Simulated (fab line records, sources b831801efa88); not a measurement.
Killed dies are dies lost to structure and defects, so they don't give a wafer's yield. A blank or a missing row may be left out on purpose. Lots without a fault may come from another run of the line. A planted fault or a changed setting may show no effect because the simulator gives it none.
fab line records | flow sky130
record lots=13 wafers=39 last_day=50
route steps=708 shown VT_ADJUST_HVTR@138 SONOS_TUNNEL@166 GATE_OXIDE@188 PAD_OPEN@708
lots that met no fault: from a run of the same line without faults
start_h: hours from the record's first day to the start of the lot's first wafer shown | wait_h: hours since the lot's step before | " the same as in the row above | L1.1+2: a row that stands for several wafers | - no value, or no start given | * or withheld: withheld | < > ~ a bound
route shown NAME@n: a module of which the file shows steps, and the number in the route of the first | usual: mean/standard deviation of fault-free wafers | same: alike in all rows | chamber/n: place in a boat | sites: the reading at each site | _std_site: their standard deviation | _edge_site: outer sites' mean less inner sites' | radius_mm: how far each site lies from the wafer's centre | mask NAME#n: copy n | behind: the tool/chamber that last shaped the wafer | hold: why the lot was held/for how many hours/how that ended | device: the transistor (n, p or np) that didn't switch | end of line: the same wafers' tests at the end of the route | a step without rows: its recipe alone | killed: dies lost to structure and defects at the first sort, not the wafer's yield | map: a wafer's dies, x killed, . not, _ none there
set.NAME: the setting as run; set.NAME@STEP: as run at that earlier step | model.NAME: the simulator's own value behind a step, which no gauge read
steps of the route over a sample of lots; a table a step, a row a wafer
services: from which hour (start_h, from the record's first day; less than 0 if before it) a tool's chamber was out of use, for how many hours, and why
## steps
# step SKY_VT_ADJUST_HVTR_CD_MEAS_07
# recipe target_cd_nm=380
# usual cd_nm=378.9/2.3
# columns lot.wafer tool chamber start_h wait_h cd_nm
L762.2 cd_sem-02 - 209.75 0.1 380.5
L762.3 " - " " 375.2
L762.4 " - " " 377.9
L765.3 cd_sem-02 - 232.87 0.1 379.8
L765.4 " - " " 379.1
L765.6 " - " " 378.9
L766.1 cd_sem-02 - 239.93 0.1 375.1
L766.2 " - " " 376.1
L766.4 " - " " 376.4
L767.3 cd_sem-01 - 244.02 0.1 381.0
L767.4 " - " " 381.0
L767.5 " - " " 380.9
L768.3 cd_sem-02 - 259.97 0.1 377.9
L768.5 " - " " 380.1
L768.6 " - " " 377.8
L769.2 cd_sem-02 - 262.25 0.1 375.6
L769.5 " - " " 377.5
L769.6 " - " " 378.4
L772.3 cd_sem-02 - 281.27 0.1 376.8
L772.4 " - " " 380.1
L772.5 " - " " 379.1
L773.4 cd_sem-02 - 288.60 0.1 381.1
L773.5 " - " " 381.3
L773.6 " - " " 383.3
L776.1 cd_sem-02 - 313.03 0.1 376.6
L776.4 " - " " 377.0
L776.6 " - " " 377.3
L777.1 cd_sem-02 - 325.08 0.1 381.1
L777.4 " - " " 381.0
L777.6 " - " " 383.0
L779.4 cd_sem-01 - 330.54 0.1 382.6
L779.5 " - " " 378.1
L779.6 " - " " 380.5
L783.2 cd_sem-02 - 370.70 0.1 377.5
L783.3 " - " " 378.2
L783.5 " - " " 377.0
L784.1 cd_sem-01 - 374.89 0.1 377.0
L784.2 " - " " 379.7
L784.3 " - " " 378.5
# step SKY_VT_ADJUST_HVTR_OVL_MEAS_08
# usual VT_ADJUST_HVTR_OVL=0.0/1.4
# columns lot.wafer tool chamber start_h wait_h VT_ADJUST_HVTR_OVL[nm]
L762.2 overlay-01 - 209.86 0.1 1.9
L762.3 " - " " 3.7
L762.4 " - " " 1.7
L765.3 overlay-02 - 232.96 0.1 2.1
L765.4 " - " " 1.3
L765.6 " - " " 1.2
L766.1 overlay-01 - 240.05 0.1 1.6
L766.2 " - " " -0.4
L766.4 " - " " 0.9
L767.3 overlay-01 - 244.11 0.1 -0.1
L767.4 " - " " 1.3
L767.5 " - " " 1.1
L768.3 overlay-01 - 260.06 0.1 0.0
L768.5 " - " " 1.0
L768.6 " - " " 0.4
L769.2 overlay-02 - 262.36 0.1 -0.2
L769.5 " - " " -2.1
L769.6 " - " " 1.3
L772.3 overlay-02 - 281.36 0.1 -1.8
L772.4 " - " " 0.7
L772.5 " - " " -0.7
L773.4 overlay-01 - 288.68 0.1 -0.8
L773.5 " - " " 0.2
L773.6 " - " " -1.5
L776.1 overlay-02 - 313.15 0.1 -1.0
L776.4 " - " " -1.9
L776.6 " - " " -2.1
L777.1 overlay-01 - 325.20 0.1 -1.0
L777.4 " - " " -0.6
L777.6 " - " " 1.0
L779.4 overlay-01 - 330.62 0.1 -2.2
L779.5 " - " " -1.6
L779.6 " - " " -1.5
L783.2 overlay-01 - 370.81 0.1 2.6
L783.3 " - " " 1.7
L783.5 " - " " 1.2
L784.1 overlay-02 - 375.01 0.1 1.5
L784.2 " - " " 1.8
L784.3 " - " " 0.4
# step SKY_SONOS_TUNNEL_TW_MEAS_12
# usual SONOS_TUNNEL_TW=198.1/0.93
# columns lot.wafer tool chamber start_h wait_h SONOS_TUNNEL_TW
L762.2 film_metro-04 - 254.62 0.0 199.3
L762.3 " - " " 199.7
L762.4 " - " " 199.2
L765.3 film_metro-04 - 280.91 0.0 198.6
L765.4 " - " " 197.1
L765.6 " - " " 198.0
L766.1 film_metro-04 - 288.84 0.0 200.0
L766.2 " - " " 199.6
L766.4 " - " " 198.0
L767.3 film_metro-01 - 294.06 0.0 198.4
L767.4 " - " " 197.7
L767.5 " - " " 196.6
L768.3 film_metro-01 - 310.22 0.0 197.6
L768.5 " - " " 198.2
L768.6 " - " " 198.5
L769.2 film_metro-04 - 313.90 0.0 197.6
L769.5 " - " " 198.3
L769.6 " - " " 198.5
L772.3 film_metro-04 - 334.43 0.0 199.8
L772.4 " - " " 198.7
L772.5 " - " " 199.4
L773.4 film_metro-04 - 341.58 0.0 199.1
L773.5 " - " " 198.3
L773.6 " - " " 197.5
L776.1 film_metro-04 - 367.25 0.0 199.3
L776.4 " - " " 198.7
L776.6 " - " " 199.2
L777.1 film_metro-03 - 380.85 0.0 197.6
L777.4 " - " " 198.1
L777.6 " - " " 197.4
L779.4 film_metro-01 - 387.03 0.0 198.3
L779.5 " - " " 197.9
L779.6 " - " " 197.8
L783.2 film_metro-01 - 429.85 0.0 198.0
L783.3 " - " " 197.5
L783.5 " - " " 197.8
L784.1 film_metro-04 - 434.14 0.0 197.2
L784.2 " - " " 197.1
L784.3 " - " " 197.7
# step SKY_GATE_OXIDE_OXIDATION_01
# recipe temp_c=900 ambient=O2 stabilise_s=600 purge_s=300 target_thk_a=102.68 ox_time_s=1473
# usual spike_tc_top_C=908.8/0.98 tube_center_temp_C=900.01/0.084 zone_power_centre_pct=20.1/2.6 zone_power_upper_pct=18.4/2
# columns lot.wafer tool chamber start_h wait_h spike_tc_top_C tube_center_temp_C zone_power_centre_pct zone_power_upper_pct
L762.2 furnace-01 0 288.03 0.8 909.4 900.03 17.6 16.4
L762.3 " 0 " " 908.5 899.96 17.7 16.4
L762.4 " 0 " " 908.4 899.9 17.7 16.4
L765.3 furnace-01 0 312.67 1.6 906.3 900.07 17.6 16.6
L765.4 " 0 " " 909.6 899.97 17.3 16.6
L765.6 " 0 " " 910.5 899.82 17.8 16.3
L766.1 furnace-02 0 321.55 0.8 909.9 900.16 22.5 20.6
L766.2 " 0 " " 909.1 900.02 22.9 20.4
L766.4 " 0 " " 909.2 900.15 22.8 20.1
L767.3 furnace-01 0 326.84 2.1 910.0 899.93 17.9 16.3
L767.4 " 0 " " 909.4 899.91 17.5 16.5
L767.5 " 0 " " 908.0 900.04 17.8 16.6
L768.3 furnace-01 0 343.36 1.6 909.3 900.13 17.7 16.4
L768.5 " 0 " " 907.6 899.84 17.6 16.6
L768.6 " 0 " " 908.8 900.01 17.5 16.3
L769.2 furnace-01 0 346.36 0.0 909.0 899.92 17.5 16.3
L769.5 " 0 " " 910.6 900.08 17.4 16.3
L769.6 " 0 " " 908.9 899.94 17.5 16.7
L772.3 furnace-02 0 368.03 0.6 910.2 899.95 22.4 20.3
L772.4 " 0 " " 909.6 899.91 23.1 20.2
L772.5 " 0 " " 910.2 899.95 23.2 20.5
L773.4 furnace-01 0 377.28 0.7 908.1 899.9 17.4 16.7
L773.5 " 0 " " 908.8 900.01 17.7 16.5
L773.6 " 0 " " 910.4 900 17.6 16.5
L776.1 furnace-01 0 403.10 0.8 909.0 900.04 17.6 16.3
L776.4 " 0 " " 908.8 900.13 17.7 16.7
L776.6 " 0 " " 908.7 900 17.6 16.4
L777.1 furnace-02 0 419.51 2.9 909.0 899.97 23.1 20.4
L777.4 " 0 " " 909.4 900.01 23.0 20.4
L777.6 " 0 " " 908.8 900.05 22.6 20.5
L779.4 furnace-01 0 424.90 0.3 909.4 900 17.6 16.5
L779.5 " 0 " " 907.0 900.04 17.3 16.3
L779.6 " 0 " " 908.5 900.01 17.7 16.5
L783.2 furnace-02 0 470.22 3.1 909.9 899.92 22.9 20.5
L783.3 " 0 " " 909.1 899.88 22.6 20.3
L783.5 " 0 " " 909.7 899.94 22.8 20.5
L784.1 furnace-02 0 472.15 0.0 908.8 900.1 22.6 20.8
L784.2 " 0 " " 908.3 900.13 22.9 20.2
L784.3 " 0 " " 908.8 899.87 22.7 20.3
# step SKY_GATE_OXIDE_THK_MEAS_02
# recipe reads=SiO2_of_GATE_OXIDE_OXIDATION_01
# usual GATE_OXIDE_OXIDATION_00_THK=10.25/0.18
# columns lot.wafer tool chamber start_h wait_h hold GATE_OXIDE_OXIDATION_00_THK[nm]
L762.2 film_metro-04 - 289.44 0.0 - 10.47
L762.3 " - " " - 10.45
L762.4 " - " " - 10.52
L765.3 film_metro-01 - 314.10 0.0 - 10.19
L765.4 " - " " - 10.11
L765.6 " - " " - 10.17
L766.1 film_metro-04 - 322.96 0.0 - 10.28
L766.2 " - " " - 10.34
L766.4 " - " " - 10.23
L767.3 film_metro-01 - 328.27 0.0 - 10.19
L767.4 " - " " - 10.24
L767.5 " - " " - 10.38
L768.3 film_metro-02 - 344.79 0.0 - 10.31
L768.5 " - " " - 10.34
L768.6 " - " " - 10.33
L769.2 film_metro-02 - 347.78 0.0 - 10.16
L769.5 " - " " - 10.22
L769.6 " - " " - 10.44
L772.3 film_metro-02 - 369.46 0.0 - 10.28
L772.4 " - " " - 10.20
L772.5 " - " " - 10.17
L773.4 film_metro-04 - 378.72 0.0 - 10.30
L773.5 " - " " - 10.17
L773.6 " - " " - 10.18
L776.1 film_metro-02 - 404.51 0.0 await_dispo/0.2h/release 9.33
L776.4 " - " " await_dispo/0.2h/release 9.38
L776.6 " - " " await_dispo/0.2h/release 9.32
L776.1 film_metro-02 - 404.73 0.2 - 9.28
L776.4 " - " " - 9.32
L776.6 " - " " - 9.28
L777.1 film_metro-01 - 420.92 0.0 - 10.53
L777.4 " - " " - 10.48
L777.6 " - " " - 10.29
L779.4 film_metro-04 - 426.34 0.0 await_dispo/0.2h/release 9.47
L779.5 " - " " await_dispo/0.2h/release 9.64
L779.6 " - " " await_dispo/0.2h/release 9.49
L779.4 film_metro-04 - 426.56 0.2 - 9.48
L779.5 " - " " - 9.64
L779.6 " - " " - 9.48
L783.2 film_metro-02 - 471.64 0.0 - 10.19
L783.3 " - " " - 10.22
L783.5 " - " " - 10.08
L784.1 film_metro-01 - 473.56 0.0 - 10.36
L784.2 " - " " - 10.15
L784.3 " - " " - 10.46
# step SKY_PAD_OPEN_PROBE_99
# usual killed_at_M0_to_M3=43/7.7 killed_at_M4_up=2.9/1.7 killed_at_contacts=24/5.5 killed_at_front_end=15/4 killed_at_other=0.4/0.66 killed_dies=86/9.4 killed_open=47/6.7 killed_short=38/6.2
# same gross_dies=492 killed_at_back_side=0
# columns lot.wafer tool chamber start_h wait_h killed_at_M0_to_M3 killed_at_M4_up killed_at_contacts killed_at_front_end killed_at_other killed_dies killed_open killed_short
L762.2 prober-01 - 1081.75 0.1 41 4 25 21 0 91 49 41
L762.3 prober-01 - 1081.80 0.2 32 2 28 21 0 83 45 38
L762.4 prober-01 - 1081.85 0.2 53 3 18 19 1 94 51 41
L765.3 prober-02 - 1096.25 0.2 38 2 28 23 0 91 45 46
L765.4 prober-02 - 1096.30 0.2 48 3 21 18 0 90 45 44
L765.6 prober-02 - 1096.40 0.2 27 3 32 14 1 77 34 43
L766.1 prober-01 - 1105.66 0.1 33 6 28 10 0 77 44 33
L766.2 prober-01 - 1105.71 0.1 60 2 13 15 0 90 50 40
L766.4 prober-01 - 1105.81 0.2 47 5 21 16 0 89 49 40
L767.3 prober-02 - 1108.06 0.2 45 5 19 12 1 82 47 35
L767.4 prober-02 - 1108.11 0.2 35 3 23 17 1 79 52 27
L767.5 prober-02 - 1108.16 0.2 58 3 30 14 0 105 60 45
L768.3 prober-01 - 1130.55 0.2 38 2 33 14 2 89 49 38
L768.5 prober-01 - 1130.65 0.2 45 2 25 14 1 87 38 44
L768.6 prober-01 - 1130.70 0.2 42 2 19 15 2 80 41 37
L769.2 prober-02 - 1131.30 0.1 41 7 29 19 0 96 56 39
L769.5 prober-02 - 1131.45 0.2 58 1 32 15 1 107 59 48
L769.6 prober-02 - 1131.50 0.2 36 2 25 19 0 82 48 33
L772.3 prober-02 - 1136.49 0.2 55 3 20 16 0 94 54 39
L772.4 prober-02 - 1136.54 0.2 43 2 26 22 0 93 50 43
L772.5 prober-02 - 1136.59 0.2 44 0 23 10 0 77 44 33
L773.4 prober-02 - 1144.96 0.2 43 3 23 25 1 95 53 42
L773.5 prober-02 - 1145.01 0.2 43 8 22 18 0 91 46 44
L773.6 prober-02 - 1145.06 0.2 52 2 28 18 0 100 57 43
L776.1 prober-01 - 1164.63 0.1 45 4 25 16 2 92 49 42
L776.4 prober-01 - 1164.78 0.2 57 1 21 14 1 94 62 32
L776.6 prober-01 - 1164.88 0.2 46 4 15 18 0 83 49 32
L777.1 prober-02 - 1169.61 0.1 36 3 32 15 0 86 51 34
L777.4 prober-02 - 1169.76 0.2 42 5 18 17 0 82 45 36
L777.6 prober-02 - 1169.86 0.2 44 2 34 20 0 100 67 33
L779.4 prober-02 - 1172.60 0.2 40 3 27 14 1 85 41 43
L779.5 prober-02 - 1172.65 0.2 48 2 23 6 1 80 53 26
L779.6 prober-02 - 1172.70 0.2 47 1 31 13 1 93 52 41
L783.2 prober-02 - 1199.41 0.1 45 2 20 16 0 83 53 30
L783.3 prober-02 - 1199.46 0.2 37 1 25 15 0 78 45 33
L783.5 prober-02 - 1199.56 0.2 51 4 31 6 0 92 52 40
L784.1 prober-01 - 1200.26 0.1 36 1 21 15 0 73 41 32
L784.2 prober-01 - 1200.31 0.1 49 3 25 13 0 90 53 37
L784.3 prober-01 - 1200.36 0.2 40 3 24 14 0 81 46 35
# killed by level:class
L762.2 CONTACT:geometric_particle:open=8 VIA2:geometric_particle:open=8 FIELD_ISO:geometric_particle:open=7 CONTACT:geometric_particle:short=7 FIELD_ISO:geometric_particle:short=6 LI_CONTACT:geometric_particle:open=6 VIA3:geometric_particle:open=6 METAL1:geometric_particle:short=4
L762.3 CONTACT:geometric_particle:open=9 VIA1:geometric_particle:open=9 LI_CONTACT:geometric_particle:open=6 CONTACT:geometric_particle:short=6 VIA3:geometric_particle:open=6 FIELD_ISO:geometric_particle:short=5 LOCAL_INTERCONNECT:geometric_particle:short=5 VIA2:geometric_particle:open=5
L762.4 VIA1:geometric_particle:open=11 CONTACT:geometric_particle:open=10 VIA3:geometric_particle:open=8 VIA2:geometric_particle:open=7 METAL1:geometric_particle:short=6 FIELD_ISO:geometric_particle:open=5 METAL2:geometric_particle:short=5 VIA2:geometric_particle:short=5
L765.3 FIELD_ISO:geometric_particle:open=10 METAL2:geometric_particle:short=8 LI_CONTACT:geometric_particle:short=8 LI_CONTACT:geometric_particle:open=7 FIELD_ISO:geometric_particle:short=6 CONTACT:geometric_particle:open=6 LOCAL_INTERCONNECT:geometric_particle:short=5 VIA3:geometric_particle:short=5
L765.4 VIA1:geometric_particle:open=10 VIA2:geometric_particle:open=8 CONTACT:geometric_particle:open=7 VIA1:geometric_particle:short=6 FIELD_ISO:geometric_particle:open=5 LI_CONTACT:geometric_particle:open=5 METAL1:geometric_particle:short=5 METAL2:geometric_particle:short=5
L765.6 LOCAL_INTERCONNECT:geometric_particle:short=10 CONTACT:geometric_particle:open=9 VIA3:geometric_particle:open=9 FIELD_ISO:geometric_particle:short=7 LI_CONTACT:geometric_particle:open=5 CONTACT:geometric_particle:short=4 METAL2:geometric_particle:short=4 FIELD_ISO:geometric_particle:open=3
L766.1 CONTACT:geometric_particle:open=15 VIA2:geometric_particle:open=8 FIELD_ISO:geometric_particle:open=5 VIA1:geometric_particle:short=5 VIA1:geometric_particle:open=5 LI_CONTACT:geometric_particle:open=4 LOCAL_INTERCONNECT:geometric_particle:short=4 CONTACT:geometric_particle:short=4
L766.2 VIA1:geometric_particle:open=14 VIA2:geometric_particle:open=11 POLY_GATE:geometric_particle:short=7 VIA2:geometric_particle:short=7 VIA3:geometric_particle:open=7 METAL2:geometric_particle:short=7 LI_CONTACT:geometric_particle:open=6 CONTACT:geometric_particle:open=5
L766.4 VIA3:geometric_particle:open=11 VIA1:geometric_particle:open=7 LI_CONTACT:geometric_particle:open=6 CONTACT:geometric_particle:open=6 VIA1:geometric_particle:short=5 CONTACT:geometric_particle:short=5 METAL1:geometric_particle:short=5 METAL2:geometric_particle:short=5
L767.3 VIA1:geometric_particle:short=13 VIA1:geometric_particle:open=11 LI_CONTACT:geometric_particle:open=10 SPACER:geometric_particle:open=4 CONTACT:geometric_particle:open=4 METAL1:geometric_particle:open=4 VIA2:geometric_particle:open=4 METAL4:geometric_particle:short=4
L767.4 VIA1:geometric_particle:open=12 LI_CONTACT:geometric_particle:open=9 CONTACT:geometric_particle:open=8 VIA1:geometric_particle:short=7 FIELD_ISO:geometric_particle:open=6 VIA2:geometric_particle:open=5 POLY_GATE:geometric_particle:short=3 VIA3:geometric_particle:open=3
L767.5 VIA1:geometric_particle:open=17 VIA3:geometric_particle:open=9 LI_CONTACT:geometric_particle:open=8 CONTACT:geometric_particle:open=8 METAL3:geometric_particle:short=6 CONTACT:geometric_particle:short=6 METAL2:geometric_particle:short=6 VIA1:geometric_particle:short=6
L768.3 CONTACT:geometric_particle:open=13 CONTACT:geometric_particle:short=9 VIA3:geometric_particle:open=9 METAL2:geometric_particle:short=7 LI_CONTACT:geometric_particle:open=6 VIA2:geometric_particle:open=6 METAL1:geometric_particle:short=5 VIA1:geometric_particle:open=4
L768.5 CONTACT:geometric_particle:open=8 VIA1:geometric_particle:open=8 VIA3:geometric_particle:open=7 METAL2:geometric_particle:short=6 CONTACT:geometric_particle:short=5 METAL1:geometric_particle:short=5 VIA1:geometric_particle:short=5 FIELD_ISO:geometric_particle:open=4
L768.6 CONTACT:geometric_particle:open=9 VIA1:geometric_particle:open=8 VIA1:geometric_particle:short=6 METAL2:geometric_particle:short=6 FIELD_ISO:geometric_particle:short=5 VIA2:geometric_particle:open=5 VIA3:geometric_particle:open=5 VIA3:geometric_particle:short=4
L769.2 VIA1:geometric_particle:open=12 LI_CONTACT:geometric_particle:open=10 CONTACT:geometric_particle:open=8 FIELD_ISO:geometric_particle:open=6 VIA2:geometric_particle:open=6 CONTACT:geometric_particle:short=6 VIA3:geometric_particle:open=6 POLY_GATE:geometric_particle:short=5
L769.5 VIA1:geometric_particle:open=16 VIA3:geometric_particle:open=12 CONTACT:geometric_particle:open=11 LI_CONTACT:geometric_particle:open=10 CONTACT:geometric_particle:short=7 VIA3:geometric_particle:short=6 VIA1:geometric_particle:short=6 METAL2:geometric_particle:short=5
L769.6 LI_CONTACT:geometric_particle:open=10 CONTACT:geometric_particle:open=9 POLY_GATE:geometric_particle:open=7 VIA1:geometric_particle:open=7 METAL1:geometric_particle:short=6 VIA3:geometric_particle:open=6 POLY_GATE:geometric_particle:short=4 METAL2:geometric_particle:short=4
L772.3 VIA1:geometric_particle:open=15 METAL1:geometric_particle:short=10 VIA2:geometric_particle:open=9 CONTACT:geometric_particle:open=8 LI_CONTACT:geometric_particle:short=6 FIELD_ISO:geometric_particle:short=5 FIELD_ISO:geometric_particle:open=5 VIA3:geometric_particle:open=5
L772.4 CONTACT:geometric_particle:open=8 VIA1:geometric_particle:open=8 VIA2:geometric_particle:open=8 VIA3:geometric_particle:open=8 CONTACT:geometric_particle:short=6 POLY_GATE:geometric_particle:open=5 LI_CONTACT:geometric_particle:open=5 METAL2:geometric_particle:short=5
L772.5 VIA1:geometric_particle:open=9 CONTACT:geometric_particle:open=9 VIA3:geometric_particle:open=8 VIA2:geometric_particle:open=7 METAL2:geometric_particle:short=6 LOCAL_INTERCONNECT:geometric_particle:short=5 METAL1:geometric_particle:short=4 METAL3:geometric_particle:short=4
L773.4 VIA1:geometric_particle:open=13 CONTACT:geometric_particle:open=8 POLY_GATE:geometric_particle:open=7 CONTACT:geometric_particle:short=7 FIELD_ISO:geometric_particle:short=6 VIA2:geometric_particle:open=5 VIA1:geometric_particle:short=5 FIELD_ISO:geometric_particle:open=4
L773.5 VIA1:geometric_particle:open=9 VIA3:geometric_particle:open=8 CONTACT:geometric_particle:open=8 FIELD_ISO:geometric_particle:short=6 POLY_GATE:geometric_particle:short=6 METAL4:geometric_particle:short=6 POLY_GATE:geometric_particle:open=5 LI_CONTACT:geometric_particle:open=5
L773.6 VIA1:geometric_particle:open=15 VIA2:geometric_particle:open=10 LI_CONTACT:geometric_particle:open=9 CONTACT:geometric_particle:open=9 CONTACT:geometric_particle:short=6 VIA3:geometric_particle:open=6 POLY_GATE:geometric_particle:short=5 FIELD_ISO:geometric_particle:short=4
L776.1 VIA1:geometric_particle:open=17 LI_CONTACT:geometric_particle:open=9 VIA1:geometric_particle:short=8 LOCAL_INTERCONNECT:geometric_particle:short=6 CONTACT:geometric_particle:open=5 FIELD_ISO:geometric_particle:short=4 POLY_GATE:geometric_particle:open=4 METAL1:geometric_particle:short=4
L776.4 VIA1:geometric_particle:open=17 CONTACT:geometric_particle:open=11 VIA2:geometric_particle:open=11 METAL2:geometric_particle:short=6 VIA3:geometric_particle:open=6 CONTACT:geometric_particle:short=4 METAL1:geometric_particle:short=4 VIA3:geometric_particle:short=4
L776.6 VIA1:geometric_particle:open=12 VIA2:geometric_particle:open=7 CONTACT:geometric_particle:open=6 VIA1:geometric_particle:short=6 CONTACT:geometric_particle:short=5 METAL1:geometric_particle:short=5 FIELD_ISO:geometric_particle:open=4 VIA3:geometric_particle:open=4
L777.1 CONTACT:geometric_particle:open=10 LI_CONTACT:geometric_particle:open=9 VIA1:geometric_particle:open=9 VIA2:geometric_particle:open=8 LI_CONTACT:geometric_particle:short=7 METAL2:geometric_particle:short=5 FIELD_ISO:geometric_particle:short=4 FIELD_ISO:geometric_particle:open=4
L777.4 VIA1:geometric_particle:open=10 LI_CONTACT:geometric_particle:open=6 METAL1:geometric_particle:short=5 CONTACT:geometric_particle:open=5 VIA3:geometric_particle:open=5 FIELD_ISO:geometric_particle:open=4 FIELD_ISO:geometric_particle:short=4 POLY_GATE:geometric_particle:open=4
L777.6 CONTACT:geometric_particle:open=19 VIA1:geometric_particle:open=11 FIELD_ISO:geometric_particle:open=8 VIA2:geometric_particle:open=7 VIA3:geometric_particle:open=6 FIELD_ISO:geometric_particle:short=5 LI_CONTACT:geometric_particle:open=5 CONTACT:geometric_particle:short=5
L779.4 CONTACT:geometric_particle:open=9 VIA1:geometric_particle:short=8 VIA1:geometric_particle:open=6 LI_CONTACT:geometric_particle:open=5 LOCAL_INTERCONNECT:geometric_particle:short=5 VIA3:geometric_particle:open=5 VIA2:geometric_particle:open=5 FIELD_ISO:geometric_particle:short=4
L779.5 VIA1:geometric_particle:open=17 CONTACT:geometric_particle:open=12 VIA3:geometric_particle:open=8 FIELD_ISO:geometric_particle:short=5 LI_CONTACT:geometric_particle:open=4 VIA1:geometric_particle:short=4 VIA2:geometric_particle:open=4 LOCAL_INTERCONNECT:geometric_particle:short=3
L779.6 VIA1:geometric_particle:open=13 CONTACT:geometric_particle:open=9 LI_CONTACT:geometric_particle:open=9 VIA1:geometric_particle:short=7 FIELD_ISO:geometric_particle:open=6 LOCAL_INTERCONNECT:geometric_particle:short=6 METAL1:geometric_particle:short=6 VIA3:geometric_particle:open=5
L783.2 VIA1:geometric_particle:open=14 VIA3:geometric_particle:open=10 FIELD_ISO:geometric_particle:open=7 LOCAL_INTERCONNECT:geometric_particle:short=6 CONTACT:geometric_particle:open=6 LI_CONTACT:geometric_particle:open=5 VIA2:geometric_particle:open=5 POLY_GATE:geometric_particle:open=4
L783.3 LI_CONTACT:geometric_particle:open=9 VIA1:geometric_particle:open=9 CONTACT:geometric_particle:open=7 VIA1:geometric_particle:short=7 VIA2:geometric_particle:open=6 POLY_GATE:geometric_particle:open=4 VIA3:geometric_particle:short=4 FIELD_ISO:geometric_particle:open=3
L783.5 VIA1:geometric_particle:open=12 CONTACT:geometric_particle:open=10 LI_CONTACT:geometric_particle:open=9 METAL2:geometric_particle:short=7 VIA2:geometric_particle:open=6 VIA1:geometric_particle:short=5 VIA3:geometric_particle:short=5 LOCAL_INTERCONNECT:geometric_particle:short=4
L784.1 VIA1:geometric_particle:open=8 CONTACT:geometric_particle:open=7 METAL1:geometric_particle:short=6 VIA2:geometric_particle:open=6 LI_CONTACT:geometric_particle:open=5 FIELD_ISO:geometric_particle:open=4 FIELD_ISO:geometric_particle:short=4 VIA3:geometric_particle:open=4
L784.2 VIA1:geometric_particle:open=12 CONTACT:geometric_particle:open=9 VIA3:geometric_particle:open=9 CONTACT:geometric_particle:short=7 LI_CONTACT:geometric_particle:open=6 METAL1:geometric_particle:short=5 METAL2:geometric_particle:short=5 VIA2:geometric_particle:short=5
L784.3 LI_CONTACT:geometric_particle:open=12 VIA3:geometric_particle:open=9 VIA2:geometric_particle:open=8 CONTACT:geometric_particle:short=5 VIA1:geometric_particle:open=5 FIELD_ISO:geometric_particle:short=4 CONTACT:geometric_particle:open=4 VIA3:geometric_particle:short=4
## services
# columns tool chamber start_h hours kind
furnace-02 - 323.59 4.8 repair
furnace-01 - 350.37 3.7 pm
furnace-02 - 378.15 4.3 pm
furnace-01 - 411.96 7.2 pm
furnace-02 - 464.46 4.5 repair
## key
first_sign step=SKY_GATE_OXIDE_THK_MEAS_02 reading=visit direction=added
effect step=SKY_GATE_OXIDE_THK_MEAS_02 reading=GATE_OXIDE_OXIDATION_00_THK direction=down sigmas=4.6 usual=10.25 struck=9.44
met_at SKY_GATE_OXIDE_OXIDATION_01
struck_lots L776,L779
tester_left_out L776,L779
not_acting_at SKY_VT_ADJUST_HVTR_CD_MEAS_07,SKY_VT_ADJUST_HVTR_OVL_MEAS_08,SKY_SONOS_TUNNEL_TW_MEAS_12
onset_between 377.28 403.10
fault kind=process_parameter_drift tool=furnace-01 chamber=- onset_h=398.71 steps=SKY_GATE_OXIDE_OXIDATION_01 channel=ox_time_s offset=* shape=step end_h=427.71 acts_in=* stated=*
# tester_left_out: of these lots the tester's yield and bins aren't shown, on N5 and GAA mostly nor the transistor test; their killed dies are dies lost to structure and defects alone, not to doping, threshold or leakage, so they don't give the yield
